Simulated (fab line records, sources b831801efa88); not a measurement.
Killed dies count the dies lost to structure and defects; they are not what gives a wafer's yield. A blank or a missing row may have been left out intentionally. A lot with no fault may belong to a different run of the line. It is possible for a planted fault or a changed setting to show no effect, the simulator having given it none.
Comparing a struck lot with a sound one / flow sky130 / 18 steps out of a route of 708
Sound: the wafers L101.1, L101.4, L101.6. The struck wafers were L111.3, L111.5, L111.6. At the end, the cause is stated.
Per side, at each step with rows, come the tool, then ch with its chambers, and then its first start. Under that, the readings that differ: sound wafers / struck wafers / difference of the means / sigmas: that difference in standard deviations of wafers without a fault.
alike: readings with means less than 2 such deviations apart, plus words and numbers identical on both sides. not compared: withheld readings, readings lacking a value on some wafer, bounds such as >300 that could conceal the same value, and numbers that have no deviation in the record and whose values overlap.
The two part at a step that has a row with sigmas, a row that says differs or no value, or rows on one side only. When numbers do not overlap yet have no deviation, they are printed without sigmas and do not part them. A reading that every wafer of one side lacks parts them only if that side has two wafers or more.

first, 2 steps without rows for these wafers: SKY_GATE_OXIDE_CLEAN_00 (cleans in SC1/SC2, time 150 s); SKY_GATE_OXIDE_OXIDATION_01 (stabilise 600 s, purge 300 s, target thk 10.268 nm).
SKY_GATE_OXIDE_THK_MEAS_02:
  sound: film-metro-01 at day 15 04:31; struck: film-metro-03 at day 17 23:44
  alike: GATE_OXIDE_OXIDATION_00_THK
then, 7 steps without rows for these wafers: SKY_GATE_OXIDE_DEHYDRATE_03 (time 60 s); SKY_GATE_OXIDE_HMDS_04 (prime time 60 s); SKY_GATE_OXIDE_COAT_05 (resist thk 1140 nm); SKY_GATE_OXIDE_SOFTBAKE_06 (time 60 s); SKY_GATE_OXIDE_EXPOSE_07 (exposes mask LVOM, target cd 600 nm); SKY_GATE_OXIDE_PEB_08; SKY_GATE_OXIDE_DEVELOP_09 (develop time 60 s).
SKY_GATE_OXIDE_OVL_MEAS_10:
  sound: overlay-01 at day 16 06:59; struck: overlay-02 at day 19 05:41
  alike: GATE_OXIDE_OVL
then, 1 step without rows for these wafers: SKY_GATE_OXIDE_IMPLANT_11.
SKY_GATE_OXIDE_WET_ETCH_12: etches SiO2 in dHF, target depth 16.8 nm, time 336 s.
  sound on wet-bench-01 ch 1, day 16 07:10; struck on wet-bench-04 ch 2, day 19 05:52
reading=run-length-s (s); sound=361 361 361; struck=113 113 113; difference=-248; sigmas=-75
reading=model.SiO2_of_FIELD_ISO_CVD_24.thk-nm (nm); sound=364.3 363.9 363.9; struck=380.1 381.8 380.3; difference=+16.7; sigmas=
SKY_GATE_OXIDE_STRIP_13: strips in O2/N2.
  sound on plasma-asher-03 ch 0,1, day 16 07:16; struck on plasma-asher-02 ch 0,1, day 19 06:00
  alike: drypump-motor-current-A, oes-product-au, strip-time-to-endpoint-s
  not compared: rf-hours-counter-h
SKY_GATE_OXIDE_TW_MEAS_14:
  sound: film-metro-02 at day 16 07:22; struck: film-metro-02 at day 19 06:05
  alike: GATE_OXIDE_TW
SKY_GATE_OXIDE_CLEAN_15: cleans in SC1/SC2, time 150 s.
  sound on wet-bench-01 ch 0, day 16 07:25; struck on wet-bench-01 ch 2, day 19 06:08
reading=model.SiO2_of_FIELD_ISO_CVD_24.thk-nm (nm); sound=363.6 363.2 363.2; struck=379.4 381.2 379.6; difference=+16.7; sigmas=
then, 1 step without rows for these wafers: SKY_GATE_OXIDE_OXIDATION_16 (stabilise 600 s, purge 300 s, target thk 3.57 nm).
-- here the record skips 31 days between the struck wafers' starts before and after, leaving off in module GATE_OXIDE and picking up in module PAD_OPEN (first step shown: number 708 of the route) --
SKY_PAD_OPEN_PROBE_99:
  sound: prober-01 at day 47 10:12; struck: prober-01 at day 49 23:14
reading=killed-at-front-end; sound=7 16 17; struck=412 426 430; difference=+409; sigmas=+99 or more
reading=killed-dies; sound=91 91 90; struck=492 492 492; difference=+401; sigmas=+42
reading=killed-on-rim; sound=18 14 14; struck=96 96 96; difference=+81; sigmas=+21
  alike: killed_at_M0_to_M3, killed_at_M4_up, killed-at-contacts, killed-at-other, killed-open, killed-short

## WHERE THEY PART
Earliest at SKY_GATE_OXIDE_WET_ETCH_12; latest, in this record, at SKY_PAD_OPEN_PROBE_99.

WHY: what the simulator had put in
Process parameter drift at SKY_GATE_OXIDE_WET_ETCH_12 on wet-bench-04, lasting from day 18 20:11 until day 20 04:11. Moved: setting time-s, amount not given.
